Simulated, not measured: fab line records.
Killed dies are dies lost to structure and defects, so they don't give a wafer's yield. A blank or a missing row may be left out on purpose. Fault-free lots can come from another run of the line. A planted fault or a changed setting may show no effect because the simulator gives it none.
Comparing a struck lot with a sound one / flow sky130 / 24 out of 708 route steps
Sound: wafers L486.3, L486.4, L486.5. The struck wafers were L491.1, L491.3, L491.5. The cause comes at the end.
Order at every step that has rows: each side's tool, ch and its chambers, its first start. Under that, the readings that differ: sound wafers / struck wafers / difference of the means / sigmas: that difference in standard deviations of wafers without a fault.
alike: same words and numbers on both sides, and readings whose means sit less than 2 such deviations apart. not compared: any withheld reading, any reading some wafer has no value for, any bound like >300 that may hide the same value, and any number with overlapping values for which the record gives no deviation.
A row with sigmas, a row that says differs or no value, or rows on one side alone: a step with any of these is where the two part. Numbers that don't overlap but have no deviation are shown without sigmas and don't part them. A reading missing from all wafers of one side parts the sides only when that side holds two or more wafers.

first, 5 steps without rows for these wafers: SKY_VIA4_STRIP_14 (strips in post etch residue remover, time 1200 s); SKY_VIA4_CLEAN_15 (cleans in IPA, time 180 s); SKY_VIA4_CLEAN_16 (cleans in O3/DIW); SKY_VIA4_SPUTTER_17 (material TiN, target thk 20 nm, time 80 s); SKY_VIA4_CVD_18 (deposits W, target thk 505 nm, time 152.14 s).
SKY_VIA4_RS_MEAS_19: measurement is done with a four-point probe.
  sound on film-metro-02, day 46 18:37; struck on film-metro-02, day 48 01:34
  alike: VIA4_W_RS
SKY_VIA4_THK_MEAS_20: measures by xrf.
  sound on film-metro-02, day 46 18:43; struck on film-metro-02, day 48 01:41
  alike: VIA4_W_THK
then, 1 step without rows for these wafers: SKY_VIA4_CMP_21 (polishes, stops on SiO2, t overpolish 25 s, target thk 0 nm).
SKY_METAL5_SPUTTER_00: material Ti, target thk 15 nm, time 10 s.
  sound on pvd-sputter-04, day 46 19:03; struck on pvd-sputter-02, day 48 02:02
  alike: cathode-dc-power-W, chamber-pressure-pa, throttle-valve-pct
SKY_METAL5_SPUTTER_01: material TiN, target thk 20 nm, time 16.7 s.
  sound on pvd-sputter-04, day 46 19:04; struck on pvd-sputter-02, day 48 02:04
  alike: cathode-dc-power-W, chamber-pressure-pa, throttle-valve-pct
SKY_METAL5_SPUTTER_02: material AlCu, target thk 1150 nm, time 61.2 s.
  sound on pvd-sputter-04, day 46 19:06; struck on pvd-sputter-02, day 48 02:05
  alike: cathode-dc-power-W, chamber-pressure-pa, throttle-valve-pct
then, 1 step without rows for these wafers: SKY_METAL5_SPUTTER_03 (material Ti, target thk 5 nm, time 3.3 s).
SKY_METAL5_SPUTTER_04: material TiN, target thk 70 nm, time 58.3 s.
  sound on pvd-sputter-04, day 46 19:10; struck on pvd-sputter-02, day 48 02:10
  no value came back on the struck wafers for cathode-dc-power-W (W), chamber-pressure-pa (Pa), throttle-valve-pct (%); on the sound wafers cathode-dc-power-W (W) reads 6501.3 6499.6 6500.6
SKY_METAL5_THK_MEAS_06: measures by xrf.
  sound on film-metro-02, day 46 19:21; struck on film-metro-03, day 48 02:20
reading=METAL5_ALCU_THK (nm); sound=1175 1168 1172; struck=1347 1340 1359; difference=+177; sigmas=+11
then, 7 steps without rows for these wafers: SKY_METAL5_DEHYDRATE_07 (time 60 s); SKY_METAL5_HMDS_08 (prime time 60 s); SKY_METAL5_COAT_09 (resist thk 1800 nm); SKY_METAL5_SOFTBAKE_10 (time 60 s); SKY_METAL5_EXPOSE_11 (exposes mask MM5, target cd 1600 nm); SKY_METAL5_PEB_12; SKY_METAL5_DEVELOP_13 (develop time 60 s).
SKY_METAL5_DESCUM_14: chemistry O2, time 11 s.
  sound on rie-metal-03 ch 0,1, day 47 15:08; struck on rie-metal-01 ch 0, day 48 20:19
reading=oes-product-au (a.u.); sound=0.996 1.000 0.986; struck=1.008 1.012 1.011; difference=+0.016; sigmas=+2
  alike: drypump-motor-current-A
  not compared: rf-hours-counter-h
SKY_METAL5_METAL_ETCH_15: etches the open film in Cl2/BCl3, stops on SiO2, target depth 1260 nm, time 252 s.
  sound on rie-metal-03 ch 0,1, day 47 15:14; struck on rie-metal-01 ch 0, day 48 20:21
reading=oes-product-au (a.u.); sound=0.900 0.899 0.887; struck=0.871 0.865 0.878; difference=-0.024; sigmas=-5
  alike: bias-w, drypump-motor-current-A, throttle-valve-pct
  not compared: rf-hours-counter-h
SKY_METAL5_STRIP_16: strips in O2/N2.
  sound on plasma-asher-02 ch 0,1, day 47 15:25; struck on plasma-asher-01 ch 0, day 48 20:35
reading=drypump-motor-current-A (A); sound=5.0 4.8 5.0; struck=6.2 6.2 6.2; difference=+1.3; sigmas=+2
reading=strip-time-to-endpoint-s (s); sound=13.06 13.18 13.07; struck=12.86 12.91 12.94; difference=-0.20; sigmas=-2
  alike: oes-product-au
  not compared: rf-hours-counter-h

WHERE THEY PART
First at SKY_METAL5_SPUTTER_04; last, within this record, at SKY_METAL5_STRIP_16.

WHY: whatever the simulator had introduced
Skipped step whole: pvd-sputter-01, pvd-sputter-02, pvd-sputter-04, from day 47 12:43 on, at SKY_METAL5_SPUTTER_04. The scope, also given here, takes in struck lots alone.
